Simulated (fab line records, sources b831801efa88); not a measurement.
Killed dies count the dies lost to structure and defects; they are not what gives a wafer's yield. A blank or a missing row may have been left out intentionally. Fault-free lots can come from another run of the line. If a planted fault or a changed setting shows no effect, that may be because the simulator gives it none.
Struck lot and sound lot, side by side -- flow gf180mcu -- 15 steps out of a route of 602
Sound: the wafers L472.2, L472.3, L472.4. Struck: wafer L485.2. (L485.4, L485.5 of the same lot were not struck and are left out.) The cause comes at the end.
Order at every step that has rows: each side's tool, ch and its chambers, its first start. Under that, the readings that differ: sound wafers -- struck wafers -- difference of the means -- sigmas: that difference in standard deviations of wafers without a fault.
alike: a reading whose means differ by less than 2 such deviations, as well as words and numbers matching on both sides. not compared: withheld readings; readings where some wafer has no value; bounds like >300 that might hide an equal value; numbers whose values overlap and for which the record gives no deviation.
A row with sigmas, a row that says differs or no value, or rows on one side alone: a step with any of these is where the two part. Numbers that have no deviation but don't overlap get no sigmas and don't part them. Lack of a reading on every wafer of one side parts them only where that side has two or more wafers.

first, 3 steps without rows for these wafers: GF_CONTACT_CLEAN_19 (cleans in SPM); GF_CONTACT_CLEAN_20 (cleans in DIW); GF_CONTACT_CLEAN_21 (cleans in dHF, time 20 s).
GF_CONTACT_SPUTTER_22: material Ti, target thk 15 nm, time 80.02 s.
  struck on pvd-sputter-01, day 23 20:21; sound on pvd-sputter-01, day 19 07:46
  alike: throttle-valve-pct
GF_CONTACT_SPUTTER_23: material TiN, target thk 10 nm, time 40 s.
  struck on pvd-sputter-01, day 23 20:25; sound on pvd-sputter-01, day 19 07:49
  alike: throttle-valve-pct
then, 1 step without rows for these wafers: GF_CONTACT_CVD_24 (deposits W, target thk 300 nm, time 90.339 s).
GF_CONTACT_RS_MEAS_25: measures by four-point-probe.
  struck on film-metro-01, day 23 20:34; sound on film-metro-04, day 19 07:59
  alike: CONTACT_W_RS
GF_CONTACT_THK_MEAS_26: measures by xrf.
  struck on film-metro-01, day 23 20:41; sound on film-metro-04, day 19 08:05
  alike: CONTACT_W_THK
then, 1 step without rows for these wafers: GF_CONTACT_CMP_27 (polishes, stops on SiO2, t overpolish 15 s, target thk 0 nm).
GF_M1_SPUTTER_00: material Ti, target thk 37.5 nm, time 150 s.
  struck on pvd-sputter-02, day 23 21:02; sound on pvd-sputter-02, day 19 08:26
reading,sound,struck,difference,sigmas
throttle-valve-pct (%),29.8 29.1 32.1,32.5,+2.2,+2
GF_M1_SPUTTER_01: material TiN, target thk 30 nm, time 25 s.
  struck on pvd-sputter-02, day 23 21:08; sound on pvd-sputter-02, day 19 08:32
  alike: throttle-valve-pct
then, 1 step without rows for these wafers: GF_M1_SPUTTER_02 (material AlCu, target thk 450 nm, time 23.9 s).
GF_M1_SPUTTER_03: material Ti, target thk 10 nm, time 6.7 s.
  struck on pvd-sputter-02, day 23 21:11; sound on pvd-sputter-02, day 19 08:36
reading,sound,struck,difference,sigmas
throttle-valve-pct (%),29.8 28.7 32.3,32.3,+2.0,+2
model.Ti_of_M1_SPUTTER_03.thk-nm (nm),9.772 9.825 9.781,7.414,-2.379,
GF_M1_SPUTTER_04: material TiN, target thk 50 nm, time 41.7 s.
  struck on pvd-sputter-02, day 23 21:13; sound on pvd-sputter-02, day 19 08:37
  alike: throttle-valve-pct
next, for these wafers, 1 step has no rows: GF_PASSIVATION_PROBE_99.

WHERE THEY PART
At GF_M1_SPUTTER_00 first; at GF_M1_SPUTTER_03 last (within this record only). Later steps at which nothing parts them and some readings are alike: GF_M1_SPUTTER_04.

WHY: whatever the simulator had introduced
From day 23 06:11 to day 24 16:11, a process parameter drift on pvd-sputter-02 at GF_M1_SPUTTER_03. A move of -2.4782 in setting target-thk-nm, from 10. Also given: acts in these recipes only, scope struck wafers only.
